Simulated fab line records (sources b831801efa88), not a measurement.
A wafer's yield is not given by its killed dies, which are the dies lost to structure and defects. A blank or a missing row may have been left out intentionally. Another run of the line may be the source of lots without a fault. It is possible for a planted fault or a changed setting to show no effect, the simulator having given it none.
Which tool did it?	flow sky130	6 lots, 18 wafers sampled, at 1 step of a route of 708

WHAT EACH GAUGE READ, for each wafer
SKY_VIA2_CD_MEAS_12 targets a cd of 200 nm.
lot	measured	on	cdNm (nm)
L487	day 36 13:44	cdSem-02	203.3 201.7 202.8
L493	day 38 17:28	cdSem-02	198.3 199.1 200.2
L496	day 39 09:16	cdSem-01	203.2 202.5 201.6
L501	day 41 13:04	cdSem-02	195.7 196.2 195.9
L504	day 42 00:10	cdSem-02	200.3 200.8 199.5
L507	day 43 07:35	cdSem-01	201.5 201.5 199.9

EACH LOT AND THE TOOL THAT RAN IT (in order: tool; ch and the chambers of the sampled wafers; start)
Before these readings, the record contains no process step.

THE ANSWER, worked out from the rows above alone
Rule: usual is defined by the lots themselves. Put in order of their means at a reading, lots are off if they are a third of the lots or fewer, leave a main group of 4 or more, and stand apart from it by a gap of 3 or more times the standard deviation of the main group's means; of several such gaps the widest counts. Not used: any main group whose means are identical at the precision the tables above print for the reading. Also off: a lot with no number at a reading for which 4 or more lots have one. All remaining lots with rows at the step are treated as sound.
No lot is off on any of the readings shown, so nothing can be concluded from this.

WHAT THE SIMULATOR PUT IN
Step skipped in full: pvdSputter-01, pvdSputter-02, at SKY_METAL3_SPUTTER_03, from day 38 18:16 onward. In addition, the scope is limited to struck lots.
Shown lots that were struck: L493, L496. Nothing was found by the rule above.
